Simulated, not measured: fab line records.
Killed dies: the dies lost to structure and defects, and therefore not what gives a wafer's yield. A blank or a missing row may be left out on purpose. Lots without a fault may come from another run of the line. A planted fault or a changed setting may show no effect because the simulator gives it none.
fab line records | flow sky130
[record] lots = 7 wafers = 21 last-day = 50
route steps=708 shown VT_ADJUST_HVTR@137 VT_ADJUST_PCH@143 PAD_OPEN@708
lots with no fault: from the same line, run without faults
start-h: the number of hours between the record's first day and the start of the first shown wafer of the lot | wait-h: hours from the lot's prior step to this one | " repeats the value in the row above | L1.1+2: one row covering several wafers at once | - no value, or no start given | * or withheld: withheld | < > ~ a bound
route shown NAME@n: names a module that has steps shown in the file, with the first one's number in the route | usual: mean and standard deviation over wafers with no fault | same: alike in all rows | chamber/n: place in a boat | sites: readings site by site | _std_site: the standard deviation of these | _edge_site: outer sites' mean less inner sites' | radius-mm: how far each site lies from the wafer's centre | mask NAME#n: copy n | behind: the last tool/chamber to shape the wafer | hold: the reason the lot was held/the length of the hold in hours/how it ended | device: transistor that didn't switch, given as n, p or np | end of line: the same wafers' tests at the end of the route | a step given without rows: its recipe and nothing more | killed: not the wafer's yield, but the dies lost to structure and defects at the first sort | map: shows each die of a wafer: x if killed, . if not, _ if none is there
set.NAME: setting as actually run; set.NAME@STEP: the setting as run at that earlier step | model.NAME: the simulator's own value behind a step, which no gauge read
lots seen at some steps along the route; tables by step, rows by wafer
services: the hour from which a tool's chamber was out of use, counted from the record's first day as start-h (under 0 if before that day), plus the number of hours and why
[[steps]]
[step SKY_VT_ADJUST_HVTR_DEVELOP_06]
[recipe] develop-time-s = 60 dev-temp-c = 23
[step SKY_VT_ADJUST_HVTR_CD_MEAS_07]
[recipe] target-cd-nm = 380
[usual] cd-nm = 380.0/2.5
// columns lot.wafer tool chamber start-h wait-h cd-nm
L111.2 cd-sem-01 - 214.74 0.1 380.0
L111.4 " - " " 383.0
L111.6 " - " " 381.5
L118.1 cd-sem-02 - 278.37 0.1 380.4
L118.2 " - " " 380.5
L118.5 " - " " 381.7
L119.3 cd-sem-02 - 278.71 0.1 377.1
L119.4 " - " " 379.4
L119.5 " - " " 376.5
L120.1 cd-sem-02 - 281.07 0.1 380.0
L120.5 " - " " 377.7
L120.6 " - " " 378.7
L121.2 cd-sem-01 - 285.60 0.1 377.0
L121.3 " - " " 374.9
L121.4 " - " " 374.1
L126.2 cd-sem-02 - 332.04 0.1 381.2
L126.4 " - " " 379.5
L126.5 " - " " 379.4
L132.2 cd-sem-02 - 384.30 0.1 380.4
L132.4 " - " " 379.9
L132.6 " - " " 381.0
[step SKY_VT_ADJUST_HVTR_OVL_MEAS_08]
[usual] VT_ADJUST_HVTR_OVL = -0.3/1.5
// columns lot.wafer tool chamber start-h wait-h VT_ADJUST_HVTR_OVL[nm]
L111.2 overlay-01 - 214.84 0.1 -0.7
L111.4 " - " " -0.4
L111.6 " - " " 0.1
L118.1 overlay-02 - 278.49 0.1 -2.1
L118.2 " - " " -3.4
L118.5 " - " " -0.7
L119.3 overlay-02 - 278.80 0.1 4.4
L119.4 " - " " -0.3
L119.5 " - " " 2.8
L120.1 overlay-02 - 281.19 0.1 0.0
L120.5 " - " " 0.3
L120.6 " - " " 0.0
L121.2 overlay-01 - 285.71 0.1 -2.3
L121.3 " - " " -3.1
L121.4 " - " " 0.7
L126.2 overlay-02 - 332.14 0.1 -1.4
L126.4 " - " " -3.5
L126.5 " - " " -0.9
L132.2 overlay-01 - 384.41 0.1 -0.2
L132.4 " - " " -1.5
L132.6 " - " " 0.0
[step SKY_VT_ADJUST_HVTR_IMPLANT_09]
[recipe] species = B energy-kev = 10 dose-cm2 = 2.1e+12 tilt-deg = withheld
[step SKY_VT_ADJUST_HVTR_STRIP_10]
[recipe] chemistry = O2/N2 power-w = 1400 pressure-mtorr = 1500 platen-temp-c = withheld o2-flow-sccm = 3000 n2-flow-sccm = 300 overash-fraction = 0.5
[usual] drypump-motor-current-A = 5.9/0.46 n2-flow-sccm = 299.9/0.88 oes-product-au = 0.716/0.0047 strip-time-to-endpoint-s = 14.20/0.04
// columns lot.wafer tool chamber start-h wait-h drypump-motor-current-A n2-flow-sccm oes-product-au rf-hours-counter-h strip-time-to-endpoint-s
L111.2 plasma-asher-02 0 215.84 0.1 6.3 299.6 0.722 55 14.16
L111.4 " 0 " " 6.3 299.7 0.716 - 14.19
L111.6 " 0 " " 6.3 301.2 0.715 - 14.18
L118.1 plasma-asher-01 1 278.67 0.1 6.1 300.0 0.718 15 14.19
L118.2 " 0 " " 5.8 300.0 0.721 15 14.22
L118.5 " 1 " " 6.1 300.2 0.711 - 14.19
L119.3 plasma-asher-04 1 279.01 0.1 5.7 299.5 0.722 - 14.17
L119.4 " 0 " " 5.2 299.8 0.715 - 14.13
L119.5 " 0 " " 5.2 300.9 0.713 - 14.17
L120.1 plasma-asher-02 0 281.37 0.1 6.2 299.3 0.702 61 14.26
L120.5 " 0 " " 6.2 299.7 0.717 - 14.25
L120.6 " 1 " " 6.5 300.1 0.715 - 14.26
L121.2 plasma-asher-04 1 285.89 0.1 5.7 300.5 0.717 46 14.20
L121.3 " 0 " " 5.2 299.9 0.715 - 14.17
L121.4 " 1 " " 5.7 300.4 0.720 - 14.23
L126.2 plasma-asher-02 1 332.32 0.1 6.5 299.7 0.710 67 14.21
L126.4 " 0 " " 6.3 301.5 0.710 - 14.20
L126.5 " 0 " " 6.3 300.3 0.727 - 14.25
L132.2 plasma-asher-01 1 384.59 0.1 6.1 300.0 0.709 23 14.14
L132.4 " 0 " " 5.7 300.0 0.722 - 14.16
L132.6 " 0 " " 5.7 299.5 0.721 - 14.12
[step SKY_VT_ADJUST_HVTR_TW_MEAS_11]
[usual] VT_ADJUST_HVTR_TW = 210.0/2.3
// columns lot.wafer tool chamber start-h wait-h VT_ADJUST_HVTR_TW
L111.2 film-metro-02 - 215.95 0.1 212.0
L111.4 " - " " 211.8
L111.6 " - " " 212.4
L118.1 film-metro-02 - 278.77 0.1 212.8
L118.2 " - " " 214.0
L118.5 " - " " 212.5
L119.3 film-metro-01 - 279.09 0.1 208.4
L119.4 " - " " 210.2
L119.5 " - " " 207.8
L120.1 film-metro-04 - 281.47 0.1 208.4
L120.5 " - " " 209.2
L120.6 " - " " 208.2
L121.2 film-metro-02 - 286.00 0.1 213.2
L121.3 " - " " 213.9
L121.4 " - " " 213.8
L126.2 film-metro-01 - 332.43 0.1 208.0
L126.4 " - " " 207.7
L126.5 " - " " 207.6
L132.2 film-metro-02 - 384.70 0.1 214.1
L132.4 " - " " 213.6
L132.6 " - " " 211.5
[step SKY_VT_ADJUST_PCH_DEHYDRATE_00]
[recipe] temp-c = 200 time-s = 60
[step SKY_VT_ADJUST_PCH_HMDS_01]
[recipe] prime-time-s = 60 prime-temp-c = 120
[step SKY_VT_ADJUST_PCH_COAT_02]
[recipe] spin-rpm = 2000 resist-thk-nm = 3000
[step SKY_VT_ADJUST_PCH_SOFTBAKE_03]
[recipe] temp-c = 110 time-s = withheld
[step SKY_VT_ADJUST_PCH_EXPOSE_04]
[recipe] mask-id = NWM na = 0.6 source-shape = conventional sigma-outer = 0.6 polarization = unpolarized target-cd-nm = 840 dose-mj = 252.4
[step SKY_VT_ADJUST_PCH_PEB_05]
[recipe] temp-c = 115 time-s = withheld
[step SKY_VT_ADJUST_PCH_DEVELOP_06]
[recipe] wall-angle-deg = 90 developer = TMAH develop-time-s = 60 dev-temp-c = 23
// columns lot.wafer tool chamber start-h wait-h
L111.2+4+6 litho-track-03 0 237 -
L118.1+2+5 litho-track-03 0 303 -
L119.3+4+5 litho-track-03 0 303 -
L120.1+5+6 litho-track-03 0 306 -
L121.2+3+4 litho-track-03 0 310 -
L126.2+4+5 litho-track-02 0 358 -
L132.2+4+6 litho-track-03 0 413 -
[step SKY_VT_ADJUST_PCH_OVL_MEAS_07]
[usual] VT_ADJUST_PCH_OVL = 0.6/1.4
// columns lot.wafer tool chamber start-h wait-h VT_ADJUST_PCH_OVL[nm]
L111.2 overlay-02 - 237.29 - -0.3
L111.4 " - " " 0.6
L111.6 " - " " 0.2
L118.1 overlay-01 - 303.69 - 1.1
L118.2 " - " " 1.7
L118.5 " - " " 0.8
L119.3 overlay-02 - 304.05 - -
L119.4 " - " " -
L119.5 " - " " -
L120.1 overlay-01 - 306.19 - -
L120.5 " - " " -
L120.6 " - " " -
L121.2 overlay-02 - 310.74 - -
L121.3 " - " " -
L121.4 " - " " -
L126.2 overlay-01 - 358.89 - 0.3
L126.4 " - " " 0.2
L126.5 " - " " 1.2
L132.2 overlay-01 - 413.89 - -0.1
L132.4 " - " " 0.5
L132.6 " - " " -0.6
[step SKY_VT_ADJUST_PCH_IMPLANT_08]
[recipe] species = B energy-kev = 10 dose-cm2 = 5e+11 tilt-deg = withheld
[step SKY_PAD_OPEN_PROBE_99]
[usual] killed_at_M0_to_M3 = 43/6.3 killed_at_M4_up = 3.3/1.7 killed-at-contacts = 24/5.4 killed-at-front-end = 16/4.6 killed-at-other = 0.4/0.7 killed-dies = 87/9.4 killed-on-rim = 17/3.9 killed-open = 47/6.9 killed-short = 39/6.1
[same] gross-dies = 492 killed-at-back-side = 0
// columns lot.wafer tool chamber start-h wait-h killed_at_M0_to_M3 killed_at_M4_up killed-at-contacts killed-at-front-end killed-at-other killed-dies killed-on-rim killed-open killed-short
L120.1 prober-01 - 1138.04 0.1 49 1 29 413 0 492 96 46 50
L120.5 prober-01 - 1138.24 0.2 40 3 34 414 1 492 96 51 40
L120.6 prober-01 - 1138.29 0.2 48 3 25 415 1 492 96 53 45
L119.3 prober-02 - 1140.41 0.2 44 3 18 427 0 492 96 52 38
L119.4 prober-02 - 1140.46 0.2 38 1 28 425 0 492 96 45 48
L119.5 prober-02 - 1140.51 0.2 40 5 31 414 2 492 96 54 41
L121.2 prober-01 - 1144.33 0.1 39 3 25 425 0 492 96 57 36
L121.3 prober-01 - 1144.38 0.2 56 3 11 422 0 492 96 41 38
L121.4 prober-01 - 1144.43 0.2 49 3 21 418 1 492 96 56 42
// killed by level:class
L120.1 VT_ADJUST_PCH:area-develop=396 CONTACT:geometric-particle:open=10 CONTACT:geometric-particle:short=9 METAL1:geometric-particle:short=8 VIA1:geometric-particle:open=8 LI_CONTACT:geometric-particle:open=7 METAL2:geometric-particle:short=7 VIA2:geometric-particle:open=7
L120.5 VT_ADJUST_PCH:area-develop=400 CONTACT:geometric-particle:open=15 VIA3:geometric-particle:open=9 LI_CONTACT:geometric-particle:open=7 VIA1:geometric-particle:open=6 METAL1:geometric-particle:short=6 CONTACT:geometric-particle:short=5 VIA1:geometric-particle:short=5
L120.6 VT_ADJUST_PCH:area-develop=393 VIA1:geometric-particle:open=10 CONTACT:geometric-particle:open=9 VIA3:geometric-particle:open=9 METAL1:geometric-particle:short=8 LI_CONTACT:geometric-particle:open=8 POLY_GATE:geometric-particle:open=6 FIELD_ISO:geometric-particle:short=5
L119.3 VT_ADJUST_PCH:area-develop=398 VIA1:geometric-particle:open=13 POLY_GATE:geometric-particle:open=10 VIA1:geometric-particle:short=9 LI_CONTACT:geometric-particle:open=8 FIELD_ISO:geometric-particle:open=6 METAL2:geometric-particle:short=4 VIA2:geometric-particle:open=4
L119.4 VT_ADJUST_PCH:area-develop=395 LI_CONTACT:geometric-particle:open=13 FIELD_ISO:geometric-particle:short=10 VIA1:geometric-particle:open=10 VIA2:geometric-particle:short=6 CONTACT:geometric-particle:open=5 CONTACT:geometric-particle:short=5 METAL1:geometric-particle:short=5
L119.5 VT_ADJUST_PCH:area-develop=396 CONTACT:geometric-particle:open=11 VIA1:geometric-particle:open=10 LI_CONTACT:geometric-particle:open=9 VIA2:geometric-particle:open=8 VIA3:geometric-particle:open=7 POLY_GATE:geometric-particle:short=6 LOCAL_INTERCONNECT:geometric-particle:short=6
L121.2 VT_ADJUST_PCH:area-develop=399 VIA1:geometric-particle:open=12 CONTACT:geometric-particle:open=11 FIELD_ISO:geometric-particle:open=7 POLY_GATE:geometric-particle:open=7 POLY_GATE:geometric-particle:short=6 METAL1:geometric-particle:short=6 LI_CONTACT:geometric-particle:open=6
L121.3 VT_ADJUST_PCH:area-develop=413 VIA1:geometric-particle:open=15 METAL1:geometric-particle:short=9 VIA1:geometric-particle:short=6 VIA3:geometric-particle:open=6 VIA2:geometric-particle:open=5 FIELD_ISO:geometric-particle:open=4 CONTACT:geometric-particle:open=4
L121.4 VT_ADJUST_PCH:area-develop=394 VIA1:geometric-particle:open=16 CONTACT:geometric-particle:open=10 POLY_GATE:geometric-particle:open=7 VIA1:geometric-particle:short=7 POLY_GATE:geometric-particle:short=6 VIA3:geometric-particle:open=6 METAL1:geometric-particle:short=5
// map L119.3 (x killed, . not)
__________xxxxxxxxxx_________
________xxxxxxxxxxxxxx_______
______xxxxxxxxxxxxxxxxxx_____
_____xxxxxxxxxxxxxxxxxxxx____
____xxxxxxxxxxxxxxxxxxxxxx___
___xxxxxxxxxxxxxxxxxxxxxxxx__
__xxxxxxxxxxxxxxxxxxxxxxxxxx_
_xxxxxxxxxxxxxxxxxxxxxxxxxxxx
_xxxxxxxxxxxxxxxxxxxxxxxxxxxx
_xxxxxxxxxxxxxxxxxxxxxxxxxxxx
_xxxxxxxxxxxxxxxxxxxxxxxxxxxx
_xxxxxxxxxxxxxxxxxxxxxxxxxxxx
_xxxxxxxxxxxxxxxxxxxxxxxxxxxx
_xxxxxxxxxxxxxxxxxxxxxxxxxxxx
_xxxxxxxxxxxxxxxxxxxxxxxxxxxx
__xxxxxxxxxxxxxxxxxxxxxxxxxx_
___xxxxxxxxxxxxxxxxxxxxxxxx__
____xxxxxxxxxxxxxxxxxxxxxx___
_____xxxxxxxxxxxxxxxxxxxx____
______xxxxxxxxxxxxxxxxxx_____
________xxxxxxxxxxxxxx_______
__________xxxxxxxxxx_________
// map L120.1 (x killed, . not)
__________xxxxxxxxxx_________
________xxxxxxxxxxxxxx_______
______xxxxxxxxxxxxxxxxxx_____
_____xxxxxxxxxxxxxxxxxxxx____
____xxxxxxxxxxxxxxxxxxxxxx___
___xxxxxxxxxxxxxxxxxxxxxxxx__
__xxxxxxxxxxxxxxxxxxxxxxxxxx_
_xxxxxxxxxxxxxxxxxxxxxxxxxxxx
_xxxxxxxxxxxxxxxxxxxxxxxxxxxx
_xxxxxxxxxxxxxxxxxxxxxxxxxxxx
_xxxxxxxxxxxxxxxxxxxxxxxxxxxx
_xxxxxxxxxxxxxxxxxxxxxxxxxxxx
_xxxxxxxxxxxxxxxxxxxxxxxxxxxx
_xxxxxxxxxxxxxxxxxxxxxxxxxxxx
_xxxxxxxxxxxxxxxxxxxxxxxxxxxx
__xxxxxxxxxxxxxxxxxxxxxxxxxx_
___xxxxxxxxxxxxxxxxxxxxxxxx__
____xxxxxxxxxxxxxxxxxxxxxx___
_____xxxxxxxxxxxxxxxxxxxx____
______xxxxxxxxxxxxxxxxxx_____
________xxxxxxxxxxxxxx_______
__________xxxxxxxxxx_________
[[services]]
// columns tool chamber start-h hours kind
litho-track-02 - 240.15 - consumable-replace:filter
plasma-asher-01 - 280.96 28.1 pm
plasma-asher-01 - 354.10 7.1 repair
plasma-asher-02 - 357.24 28.1 pm
plasma-asher-01 - 408.23 14.6 pm
[[key]]
[first-sign] step = SKY_VT_ADJUST_PCH_OVL_MEAS_07 reading = VT_ADJUST_PCH_OVL direction = missing
[effect] step = SKY_PAD_OPEN_PROBE_99 reading = killed-at-front-end direction = up sigmas = 88 usual = 16 struck = 419
[more-kills-born-at] SKY_VT_ADJUST_PCH_DEVELOP_06@litho-track-03 = 3584
met-at SKY_VT_ADJUST_PCH_DEVELOP_06
struck-wafers L119.3,L119.4,L119.5,L120.1,L120.5,L120.6,L121.2,L121.3,L121.4
tester-left-out L119,L120,L121
[fault] kind = process-parameter-drift tool = litho-track-03 chamber = - onset-h = 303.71 steps = SKY_VT_ADJUST_PCH_DEVELOP_06 channel = develop-time-s offset = * shape = step end-h = 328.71 acts-in = * stated = *
// tester-left-out: of these lots the tester's yield and bins aren't shown, on N5 and GAA mostly nor the transistor test; their killed dies are dies lost to structure and defects alone, not to doping, threshold or leakage, so they don't give the yield
